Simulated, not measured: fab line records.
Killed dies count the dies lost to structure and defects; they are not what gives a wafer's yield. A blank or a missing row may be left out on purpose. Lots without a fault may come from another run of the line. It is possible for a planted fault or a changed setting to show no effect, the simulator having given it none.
Which tool did it? | flow gf180mcu | 36 wafers from 12 lots sampled at 4 of the route's 602 steps

WHAT THE GAUGES READ, wafer by wafer
GF_V4_THK_MEAS_01. Usual: V4_CVD_00_THK typically reads 600 nm, with standard deviation 5.9.
lot  | measured     | on            | V4_CVD_00_THK (nm) | flag
L808 | day 23 16:57 | film-metro-02 | 602 599 603        |
L809 | day 24 00:19 | film-metro-04 | 590 599 594        |
L811 | day 24 17:31 | film-metro-03 | 597 590 591        |
L812 | day 24 19:51 | film-metro-04 | 611 594 603        |
L815 | day 26 09:08 | film-metro-02 | 596 607 599        |
L823 | day 28 12:06 | film-metro-02 | 610 613 605        |
L826 | day 29 02:04 | film-metro-02 | 600 601 601        |
L827 | day 29 15:20 | film-metro-04 | 590 599 593        |
L828 | day 29 16:38 | film-metro-02 | 594 599 592        |
L829 | day 29 23:07 | film-metro-04 | 597 598 599        |
L830 | day 30 06:18 | film-metro-03 | 587 597 597        |
L831 | day 30 13:18 | film-metro-02 | 597 596 593        |

GF_V4_OVL_MEAS_15. Usual: V4_OVL typically reads 1 nm, with standard deviation 5.
lot  | measured     | on         | V4_OVL (nm) | flag
L808 | day 24 15:53 | overlay-01 | 2 -5 -8     |
L809 | day 24 22:58 | overlay-02 | 2 7 7       |
L811 | day 25 15:39 | overlay-02 | -4 -7 -6    |
L812 | day 25 17:37 | overlay-01 | 3 5 11      |
L815 | day 27 05:39 | overlay-02 | 6 -2 1      |
L823 | day 29 07:58 | overlay-01 | 4 3 10      |
L826 | day 29 21:34 | overlay-02 | 1 -1 -4     |
L827 | day 30 11:10 | overlay-02 | 3 1 -4      |
L828 | day 30 11:34 | overlay-01 | -2 -1 -5    |
L829 | day 30 18:13 | overlay-02 | 0 -11 -9    |
L830 | day 31 00:39 | overlay-02 | 6 -1 10     |
L831 | day 31 07:52 | overlay-02 | 8 4 -5      |

GF_MIM_THK_MEAS_06. Usual: MIM_CVD_05_THK typically reads 42.0 nm, with standard deviation 0.47.
lot  | measured     | on            | MIM_CVD_05_THK (nm) | flag
L808 | day 24 17:34 | film-metro-01 | 42.1 42.6 42.6      |
L809 | day 25 00:39 | film-metro-02 | 41.6 42.8 42.1      |
L811 | day 25 17:26 | film-metro-03 | 41.9 42.1 41.8      |
L812 | day 25 19:15 | film-metro-02 | 42.1 41.7 42.1      |
L815 | day 27 07:25 | film-metro-01 | 35.2 35.5 42.6      | OFF
L823 | day 29 09:43 | film-metro-03 | 42.0 42.4 42.5      |
L826 | day 29 23:14 | film-metro-01 | 41.3 41.9 42.3      |
L827 | day 30 13:28 | film-metro-01 | 41.2 41.9 41.9      |
L828 | day 30 13:46 | film-metro-03 | 41.5 42.1 42.0      |
L829 | day 30 20:02 | film-metro-02 | 41.5 41.5 42.5      |
L830 | day 31 02:27 | film-metro-02 | 42.3 41.9 42.6      |
L831 | day 31 09:32 | film-metro-01 | 42.1 42.7 42.8      |

TOOL THAT RAN EACH LOT (tool first, then ch and the chambers of the sampled wafers, then the start)
lot  | GF_MIM_CVD_05
L808 | pecvd-03 ch 0,2, day 24 17:31
L809 | pecvd-03 ch 0,1, day 25 00:37
L811 | pecvd-02 ch 1,2, day 25 17:23
L812 | pecvd-03 ch 0,1,2, day 25 19:13
L815 | pecvd-03 ch 0,1, day 27 07:23
L823 | pecvd-02 ch 0,1,2, day 29 09:41
L826 | pecvd-02 ch 1,2, day 29 23:12
L827 | pecvd-02 ch 0,1,2, day 30 13:25
L828 | pecvd-03 ch 0,2, day 30 13:43
L829 | pecvd-01 ch 0,1,2, day 30 20:00
L830 | pecvd-01 ch 0,1,2, day 31 02:25
L831 | pecvd-02 ch 0,2, day 31 09:29
- GF_MIM_CVD_05: deposits Si3N4, target thk 42 nm, time 29.086 s.

WHAT THE TOOLS THEMSELVES READ (means of the sampled wafers that have a number; where no wafer has one, the mark that the record gives instead)
GF_MIM_CVD_05. Usual: heater-power-w 651 W, standard deviation 81; run-length-s 57.0 s, standard deviation 0.4.
lot  | tool     | heater-power-w (W) | run-length-s (s) | flag
L808 | pecvd-03 | 669                | 57.0             |
L809 | pecvd-03 | 639                | 57.0             |
L811 | pecvd-02 | 599                | 56.9             |
L812 | pecvd-03 | 679                | 56.7             |
L815 | pecvd-03 | 631                | 54.2             | OFF
L823 | pecvd-02 | 570                | 56.9             |
L826 | pecvd-02 | 626                | 56.8             |
L827 | pecvd-02 | 601                | 57.1             |
L828 | pecvd-03 | 678                | 56.7             |
L829 | pecvd-01 | 705                | 57.5             |
L830 | pecvd-01 | 705                | 56.9             |
L831 | pecvd-02 | 573                | 57.1             |

THE ANSWER, worked out from the rows above alone
Rule: a lot counts as off when the mean over its wafers that have a number is more than 3 standard deviations away from the usual mean. A lot without any number at a reading at which 4 lots or more have one is off too. Where the step has rows for the other lots, those lots are counted as sound. Order of review: gauges by route order, followed by the tools' own readings, for which a lot's mean as printed above is used. The first step at which some lot is off is used, and at that step the reading that is off furthest; a lot without a number counts as furthest.
Off: L815, seen at GF_MIM_THK_MEAS_06 (MIM_CVD_05_THK).
If a tool, at a process step before that reading, ran all the lots that are off and no sound lot after the first of them, it fits. The gauges at GF_MIM_THK_MEAS_06 aren't tried: what is off there is off at GF_MIM_CVD_05 too, on other tools, and a gauge's error can't cause that. Not one of the candidates tried fits.

WHAT HAD BEEN PUT IN BY THE SIMULATOR
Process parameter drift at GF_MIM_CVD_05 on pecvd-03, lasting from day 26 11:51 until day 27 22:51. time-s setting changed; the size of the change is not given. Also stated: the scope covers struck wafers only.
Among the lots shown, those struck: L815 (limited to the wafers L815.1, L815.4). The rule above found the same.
